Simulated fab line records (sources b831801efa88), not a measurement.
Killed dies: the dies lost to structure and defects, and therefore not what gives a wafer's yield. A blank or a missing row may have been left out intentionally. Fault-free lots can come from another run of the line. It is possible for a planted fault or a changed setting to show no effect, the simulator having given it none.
Problem report, 8D (eight disciplines) form, completed by code | flow sky130 | the parts of the form that need people (team, actions taken, sign-off) are left out

1. THE ISSUE
Mean of cathode dc power W at SKY_METAL1_SPUTTER_01: 6768.6 W across 2 wafers in 2 lots; on wafers with no fault it is 6500.2 W (standard deviation 1.1). So: +99 or more standard deviations from the usual mean.
The step: material TiN, target thk 20 nm, time 16.7 s.
First observed at day 36 16:17: wafer L290.3, on pvd sputter-01. Wafers with a number at this step in the record: 18, from 6 lots. Rule for "out" (also "out of limits"): further than 4 standard deviations from the usual mean. The rest of the wafers with a number are treated as sound.

2. WHAT IT IS AND WHAT IT IS NOT
question                    | is                 | is not
which readings at this step | cathode dc power W | chamber pressure pa, throttle valve pct
which lots                  | L290, L291         | L275, L278, L283, L296
which wafers of those lots  | L290.3, L291.1     | L290.2, L290.5, L291.4, L291.5
read on which tools         | pvd sputter-01     | pvd sputter-02
when                        | from day 36 16:17  | up to then (11 sound wafers); but 5 sound wafers of L291, L296 came after

3. THE SUSPECTS, EACH WITH WHAT RULES IT OUT
Counting: if a tool at a process step up to the reading ran every lot that is out, it stays a suspect. Sound lots after the first of them don't rule it out here, since some wafers of a struck lot are sound.
- rie diel-01 at SKY_CONTACT_ETCH_17 (etches SiO2 in C4F8/O2/Ar, stops on Si3N4, target depth 340 nm): kept. It ran every lot that is out, first L290 (day 36 14:04).
- pvd sputter-01 at SKY_METAL1_SPUTTER_00 (material Ti, target thk 15 nm, time 10 s): kept. Ran every lot that is out, first one L290 (day 36 16:16); last sound lot up to then L283 (day 34 11:18).
- pvd sputter-01 at SKY_METAL1_SPUTTER_01 (material TiN, target thk 20 nm, time 16.7 s): kept. Ran every lot that is out, first one L290 (day 36 16:17); last sound lot up to then L283 (day 34 11:19). Its own cathode dc power W readings are out on those wafers.
The count leaves rie diel-01 at SKY_CONTACT_ETCH_17, pvd sputter-01 at SKY_METAL1_SPUTTER_00, and pvd sputter-01 at SKY_METAL1_SPUTTER_01.

4. THE CAUSE (what the simulator had put in)
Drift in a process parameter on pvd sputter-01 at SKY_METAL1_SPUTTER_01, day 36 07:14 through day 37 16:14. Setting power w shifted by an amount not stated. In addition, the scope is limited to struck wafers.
After counting, 3 suspects remain, this tool included.

5. SEQUENCE OF EFFECTS, ordered by route
One row per reading whose mean, taken over the struck wafers that have a number, lies over 3 standard deviations from the usual. Only readings whose record carries a usual standard deviation are examined. hours: median over the lots of the time between each lot's start at the first step of this table that gives one and its start at this step. sigmas: the change, counted in usual standard deviations.
hours | step                  | reading            | usual    | on struck wafers | change | sigmas
0     | SKY_METAL1_SPUTTER_01 | cathode dc power W | 6500.2 W | 6768.6           | +268.4 | +99 or more
Here are the process steps it includes:
- SKY_METAL1_SPUTTER_01: material TiN, target thk 20 nm, time 16.7 s.

6. WHAT WOULD HAVE CAUGHT IT SOONER
First out-of-limits reading in this record: day 36 16:17, which is 9 hours after fault onset at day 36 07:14.
